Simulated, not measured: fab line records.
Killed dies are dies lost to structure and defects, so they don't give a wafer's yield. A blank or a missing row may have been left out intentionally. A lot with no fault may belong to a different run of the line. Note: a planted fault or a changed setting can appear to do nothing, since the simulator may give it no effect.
The tool behind it: which one? / flow gf180mcu / Sampling: 14 lots, 42 wafers, 4 of 602 route steps

WHAT EACH GAUGE READ, for each wafer
GF_LVPWELL_TW_MEAS_11.
lot=L172; measured=day 4 08:17; on=film_metro-03; LVPWELL_TW=561 563 558
lot=L173; measured=day 4 14:18; on=film_metro-03; LVPWELL_TW=558 555 557
lot=L174; measured=day 4 18:22; on=film_metro-04; LVPWELL_TW=568 566 566
lot=L175; measured=day 4 23:18; on=film_metro-03; LVPWELL_TW=557 557 559
lot=L177; measured=day 5 11:31; on=film_metro-03; LVPWELL_TW=561 561 558
lot=L178; measured=day 5 20:19; on=film_metro-03; LVPWELL_TW=556 555 556
lot=L179; measured=day 6 05:05; on=film_metro-03; LVPWELL_TW=557 558 555
lot=L186; measured=day 7 17:59; on=film_metro-04; LVPWELL_TW=570 570 566
lot=L187; measured=day 8 00:46; on=film_metro-03; LVPWELL_TW=564 559 559
lot=L189; measured=day 8 07:28; on=film_metro-03; LVPWELL_TW=560 560 561
lot=L190; measured=day 8 12:38; on=film_metro-03; LVPWELL_TW=567 566 562
lot=L191; measured=day 9 01:12; on=film_metro-03; LVPWELL_TW=558 561 561
lot=L192; measured=day 9 02:31; on=film_metro-02; LVPWELL_TW=560 560 562
lot=L193; measured=day 9 06:09; on=film_metro-04; LVPWELL_TW=562 564 562

GF_NSD_OVL_MEAS_08.
lot=L172; measured=day 14 00:14; on=overlay-01; NSD_OVL (nm)=-0.8 0.3 -1.8
lot=L173; measured=day 14 09:47; on=overlay-02; NSD_OVL (nm)=-2.3 0.1 -2.8
lot=L174; measured=day 14 14:33; on=overlay-01; NSD_OVL (nm)=-1.7 -2.5 -1.2
lot=L175; measured=day 14 23:08; on=overlay-02; NSD_OVL (nm)=-3.1 0.4 -1.1
lot=L177; measured=day 15 17:48; on=overlay-01; NSD_OVL (nm)=0.2 0.7 0.5
lot=L178; measured=day 16 03:32; on=overlay-01; NSD_OVL (nm)=1.8 0.1 -0.1
lot=L179; measured=day 16 17:24; on=overlay-01; NSD_OVL (nm)=0.2 2.0 2.1
lot=L186; measured=day 19 04:17; on=overlay-01; NSD_OVL (nm)=-0.6 -0.7 0.5
lot=L187; measured=day 19 10:08; on=overlay-02; NSD_OVL (nm)=-1.5 -1.3 -1.4
lot=L189; measured=day 20 02:22; on=overlay-01; NSD_OVL (nm)=1.6 -0.3 0.8
lot=L190; measured=day 20 05:11; on=overlay-01; NSD_OVL (nm)=-1.5 0.8 1.5
lot=L191; measured=day 20 23:05; on=overlay-01; NSD_OVL (nm)=-1.7 -2.9 0.2
lot=L192; measured=day 21 01:43; on=overlay-02; NSD_OVL (nm)=-1.2 -0.1 0.9
lot=L193; measured=day 21 05:17; on=overlay-01; NSD_OVL (nm)=0.0 -0.6 -0.8

EACH LOT AND THE TOOL THAT RAN IT (in order: tool; ch and the chambers of the sampled wafers; start)
lot=L172; GF_STI_CMP_25=cmp-01 ch 1,2,3, day 2 13:34; GF_MVSD_EXPOSE_04=iline_stepper-02 ch 0, day 4 14:59
lot=L173; GF_STI_CMP_25=cmp-01 ch 0,2, day 2 20:11; GF_MVSD_EXPOSE_04=iline_stepper-02 ch 0, day 4 20:53
lot=L174; GF_STI_CMP_25=cmp-02 ch 0,1, day 2 23:53; GF_MVSD_EXPOSE_04=iline_stepper-02 ch 0, day 5 01:22
lot=L175; GF_STI_CMP_25=cmp-01 ch 0,2, day 3 04:55; GF_MVSD_EXPOSE_04=iline_stepper-02 ch 0, day 5 06:28
lot=L177; GF_STI_CMP_25=cmp-01 ch 0,2, day 3 15:52; GF_MVSD_EXPOSE_04=iline_stepper-02 ch 0, day 5 19:03
lot=L178; GF_STI_CMP_25=cmp-01 ch 1,2,3, day 3 22:26; GF_MVSD_EXPOSE_04=iline_stepper-02 ch 0, day 6 02:51
lot=L179; GF_STI_CMP_25=cmp-02 ch 2,3, day 4 05:02; GF_MVSD_EXPOSE_04=iline_stepper-01 ch 0, day 6 13:02
lot=L186; GF_STI_CMP_25=cmp-02 ch 0,1,3, day 5 17:25; GF_MVSD_EXPOSE_04=iline_stepper-02, day 8 02:36
lot=L187; GF_STI_CMP_25=cmp-02 ch 0,3, day 5 20:31; GF_MVSD_EXPOSE_04=iline_stepper-02, day 8 08:43
lot=L189; GF_STI_CMP_25=cmp-01 ch 0,3, day 6 04:37; GF_MVSD_EXPOSE_04=iline_stepper-01 ch 0, day 8 15:48
lot=L190; GF_STI_CMP_25=cmp-01 ch 0,1,2, day 6 10:24; GF_MVSD_EXPOSE_04=iline_stepper-02 ch 0, day 8 21:07
lot=L191; GF_STI_CMP_25=cmp-02 ch 1,2, day 6 19:19; GF_MVSD_EXPOSE_04=iline_stepper-01 ch 0, day 9 09:53
lot=L192; GF_STI_CMP_25=cmp-01 ch 2,3, day 6 23:11; GF_MVSD_EXPOSE_04=iline_stepper-01 ch 0, day 9 11:13
lot=L193; GF_STI_CMP_25=cmp-01 ch 2,3, day 7 03:04; GF_MVSD_EXPOSE_04=iline_stepper-01 ch 0, day 9 14:36
- GF_STI_CMP_25: polishes, stops on Si3N4, t overpolish 33 s, target thk 524.6 nm.
- GF_MVSD_EXPOSE_04: exposes mask MVSD, target cd 1000 nm.

AS READ BY THE TOOLS THEMSELVES (means over the sampled wafers that have a number; for cases with no such wafer, the mark the record gives instead)
GF_STI_CMP_25.
lot=L172; tool=cmp-01; motor_current_A (A)=13.3; overpolish_run_s (s)=32.995; retaining_ring_pressure_frac=0.992; slurry_filter_dp_kPa (kPa)=13.42; time_to_endpoint_s (s)=118
lot=L173; tool=cmp-01; motor_current_A (A)=13.4; overpolish_run_s (s)=33.008; retaining_ring_pressure_frac=1.000; slurry_filter_dp_kPa (kPa)=13.40; time_to_endpoint_s (s)=127
lot=L174; tool=cmp-02; motor_current_A (A)=11.9; overpolish_run_s (s)=33.008; retaining_ring_pressure_frac=1.003; slurry_filter_dp_kPa (kPa)=13.49; time_to_endpoint_s (s)=124
lot=L175; tool=cmp-01; motor_current_A (A)=12.5; overpolish_run_s (s)=33.007; retaining_ring_pressure_frac=0.996; slurry_filter_dp_kPa (kPa)=13.40; time_to_endpoint_s (s)=126
lot=L177; tool=cmp-01; motor_current_A (A)=13.7; overpolish_run_s (s)=32.996; retaining_ring_pressure_frac=0.997; slurry_filter_dp_kPa (kPa)=13.42; time_to_endpoint_s (s)=126
lot=L178; tool=cmp-01; motor_current_A (A)=13.8; overpolish_run_s (s)=33.003; retaining_ring_pressure_frac=0.999; slurry_filter_dp_kPa (kPa)=13.43; time_to_endpoint_s (s)=120
lot=L179; tool=cmp-02; motor_current_A (A)=11.9; overpolish_run_s (s)=33.000; retaining_ring_pressure_frac=1.002; slurry_filter_dp_kPa (kPa)=13.52; time_to_endpoint_s (s)=122
lot=L186; tool=cmp-02; motor_current_A (A)=12.2; overpolish_run_s (s)=32.999; retaining_ring_pressure_frac=1.001; slurry_filter_dp_kPa (kPa)=13.51; time_to_endpoint_s (s)=118
lot=L187; tool=cmp-02; motor_current_A (A)=12.3; overpolish_run_s (s)=32.993; retaining_ring_pressure_frac=1.001; slurry_filter_dp_kPa (kPa)=13.63; time_to_endpoint_s (s)=119
lot=L189; tool=cmp-01; motor_current_A (A)=13.8; overpolish_run_s (s)=32.994; retaining_ring_pressure_frac=0.997; slurry_filter_dp_kPa (kPa)=13.54; time_to_endpoint_s (s)=125
lot=L190; tool=cmp-01; motor_current_A (A)=11.8; overpolish_run_s (s)=32.998; retaining_ring_pressure_frac=1.003; slurry_filter_dp_kPa (kPa)=13.46; time_to_endpoint_s (s)=119
lot=L191; tool=cmp-02; motor_current_A (A)=12.2; overpolish_run_s (s)=33.004; retaining_ring_pressure_frac=1.000; slurry_filter_dp_kPa (kPa)=13.39; time_to_endpoint_s (s)=114
lot=L192; tool=cmp-01; motor_current_A (A)=14.4; overpolish_run_s (s)=32.995; retaining_ring_pressure_frac=0.997; slurry_filter_dp_kPa (kPa)=13.41; time_to_endpoint_s (s)=119
lot=L193; tool=cmp-01; motor_current_A (A)=14.4; overpolish_run_s (s)=32.995; retaining_ring_pressure_frac=0.996; slurry_filter_dp_kPa (kPa)=13.48; time_to_endpoint_s (s)=120

GF_MVSD_EXPOSE_04.
lot=L172; tool=iline_stepper-02; exposure_dose_mJ_cm2=259.96; focus_offset_nm (nm)=0.0
lot=L173; tool=iline_stepper-02; exposure_dose_mJ_cm2=260.00; focus_offset_nm (nm)=-0.1
lot=L174; tool=iline_stepper-02; exposure_dose_mJ_cm2=259.77; focus_offset_nm (nm)=0.2
lot=L175; tool=iline_stepper-02; exposure_dose_mJ_cm2=260.24; focus_offset_nm (nm)=-0.1
lot=L177; tool=iline_stepper-02; exposure_dose_mJ_cm2=259.76; focus_offset_nm (nm)=0.1
lot=L178; tool=iline_stepper-02; exposure_dose_mJ_cm2=259.90; focus_offset_nm (nm)=0.1
lot=L179; tool=iline_stepper-01; exposure_dose_mJ_cm2=260.08; focus_offset_nm (nm)=-1.0
lot=L186; tool=iline_stepper-02; exposure_dose_mJ_cm2=-; focus_offset_nm (nm)=-
lot=L187; tool=iline_stepper-02; exposure_dose_mJ_cm2=-; focus_offset_nm (nm)=-
lot=L189; tool=iline_stepper-01; exposure_dose_mJ_cm2=260.09; focus_offset_nm (nm)=0.6
lot=L190; tool=iline_stepper-02; exposure_dose_mJ_cm2=259.90; focus_offset_nm (nm)=-0.1
lot=L191; tool=iline_stepper-01; exposure_dose_mJ_cm2=260.33; focus_offset_nm (nm)=0.2
lot=L192; tool=iline_stepper-01; exposure_dose_mJ_cm2=260.46; focus_offset_nm (nm)=-0.1
lot=L193; tool=iline_stepper-01; exposure_dose_mJ_cm2=259.82; focus_offset_nm (nm)=-0.8

THE ANSWER, worked out from the rows above alone
Rule: the lots themselves supply what counts as usual. The widest of any qualifying gaps counts: lots, ordered by their means at a reading, are off when they make up no more than a third of the lots, leave a main group of 4 or more, and stand apart from it by 3 or more times the standard deviation of that group's means. A main group is skipped when, at the precision printed for the reading in the tables above, its means are all equal. Also off: a lot with no number at a reading for which 4 or more lots have one. Where the step has rows for the other lots, those lots are counted as sound. The gauges are gone through in route order, then the tools' own readings, and for those a lot's mean is taken as printed above. At the first step where some lot is off, the reading lying furthest off is the one used; lots without a number count as furthest.
Off: L186, L187, at GF_MVSD_EXPOSE_04 (exposure_dose_mJ_cm2). Without a number there: L186, L187. The main group has a mean of 260.03 with a standard deviation of 0.21.
If a tool, at that step or one of the process steps before it, ran each lot that is off and ran no sound lot following the first of them, it fits. None of those tried fits.

WHAT WAS PUT IN BY THE SIMULATOR
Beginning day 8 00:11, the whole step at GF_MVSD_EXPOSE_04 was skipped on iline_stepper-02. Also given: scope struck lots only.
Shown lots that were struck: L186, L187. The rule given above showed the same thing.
